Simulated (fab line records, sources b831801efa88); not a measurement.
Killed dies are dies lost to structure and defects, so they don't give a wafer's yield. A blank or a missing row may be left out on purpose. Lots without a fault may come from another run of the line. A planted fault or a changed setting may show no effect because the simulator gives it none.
A struck lot beside a sound one | flow sky130 | 14 steps out of a route of 708
Sound: wafers L344.1, L344.2, L344.4. Struck: wafer L337.5. (L337.2, L337.3 of the same lot were not struck and are left out.) The cause comes at the end.
At each step with rows: each side's tool, then ch and its chambers, then its first start. Under that, the readings that differ: sound wafers | struck wafers | difference of the means | sigmas: that difference in standard deviations of wafers without a fault.
alike: readings whose means differ by less than 2 such deviations, and words and numbers that are the same on both sides. not compared: withheld readings, readings that some wafer has no value for, bounds like >300 that may hide the same value, and numbers for which the record gives no deviation and whose values overlap.
The two part at a step that has a row with sigmas, a row that says differs or no value, or rows on one side only. Numbers that don't overlap but have no deviation are shown without sigmas and don't part them. A reading that every wafer of one side lacks parts them only if that side has two wafers or more.

first, 2 steps without rows for these wafers: SKY_METAL4_PEB_11; SKY_METAL4_DEVELOP_12 (develop time 60 s).
SKY_METAL4_CD_MEAS_13: target cd 300 nm.
  sound on cd_sem-02, day 46 06:41; struck on cd_sem-01, day 44 07:41
  alike: cd_nm
SKY_METAL4_OVL_MEAS_14:
  sound on overlay-01, day 46 06:49; struck on overlay-01, day 44 07:48
  alike: METAL4_OVL
SKY_METAL4_DESCUM_15: chemistry O2, time 8 s.
  sound on rie_metal-01 ch 0,1, day 46 06:51; struck on rie_metal-03 ch 1, day 44 07:50
  alike: drypump_motor_current_A, oes_product_au, rf_fwd_power_W
  not compared: rf_hours_counter_h
SKY_METAL4_ETCH_16: etches BARC in N2/H2, stops on SiO2, time 88.2 s, target depth 60 nm.
  sound on rie_metal-01 ch 0,1, day 46 06:53; struck on rie_metal-03 ch 1, day 44 07:52
  reading               | sound             | struck | difference | sigmas
  oes_product_au (a.u.) | 0.625 0.622 0.626 | 0.633  | +0.009     | +2
  alike: drypump_motor_current_A, rf_fwd_power_W, throttle_valve_pct
  not compared: rf_hours_counter_h
SKY_METAL4_ETCH_17: etches SiO2 in C4F8/O2/Ar, stops on TiN, time 3.9 s, target depth 15 nm.
  sound on rie_diel-03 ch 0,1,2, day 46 07:01; struck on rie_diel-01 ch 0, day 44 07:58
  alike: oes_product_au, rf_fwd_power_W
  not compared: rf_hours_counter_h
SKY_METAL4_METAL_ETCH_18: etches the open film in Cl2/BCl3, stops on SiO2, target depth 845 nm, time 183.1 s.
  sound on rie_metal-04 ch 0,1, day 46 07:02; struck on rie_metal-01 ch 1, day 44 07:59
  alike: drypump_motor_current_A, oes_product_au, rf_fwd_power_W, throttle_valve_pct
  not compared: rf_hours_counter_h
SKY_METAL4_STRIP_19: strips in O2/N2.
  sound on plasma_asher-02 ch 0,1, day 46 07:13; struck on plasma_asher-04 ch 1, day 44 08:10
  alike: drypump_motor_current_A, oes_product_au, strip_time_to_endpoint_s
  not compared: rf_hours_counter_h
then, 3 steps without rows for these wafers: SKY_METAL4_STRIP_20 (strips in post etch residue remover, time 1200 s); SKY_METAL4_CLEAN_21 (cleans in IPA, time 180 s); SKY_METAL4_CLEAN_22 (cleans in O3/DIW).
SKY_VIA4_HDPCVD_00: deposits SiO2, target thk 1750 nm, time 291.7 s.
  sound on hdpcvd-01 ch 0,2, day 46 07:51; struck on hdpcvd-02 ch 1, day 44 08:47
  reading                                  | sound             | struck | difference | sigmas
  run_length_s (s)                         | 320.1 319.9 319.5 | 310.5  | -9.3       | -25
  model.SiO2_of_VIA4_HDPCVD_00.thk_nm (nm) | 1706 1719 1708    | 1704   | -7         |
  not compared: susceptor_temp_C
SKY_VIA4_THK_MEAS_01:
  sound on film_metro-04, day 46 08:02; struck on film_metro-04, day 44 08:59
  alike: VIA4_HDPCVD_THK

WHERE THEY PART
First at SKY_METAL4_ETCH_16; last, within this record, at SKY_VIA4_HDPCVD_00. Later steps at which nothing parts them and some readings are alike: SKY_VIA4_THK_MEAS_01.

WHY: what the simulator had put in
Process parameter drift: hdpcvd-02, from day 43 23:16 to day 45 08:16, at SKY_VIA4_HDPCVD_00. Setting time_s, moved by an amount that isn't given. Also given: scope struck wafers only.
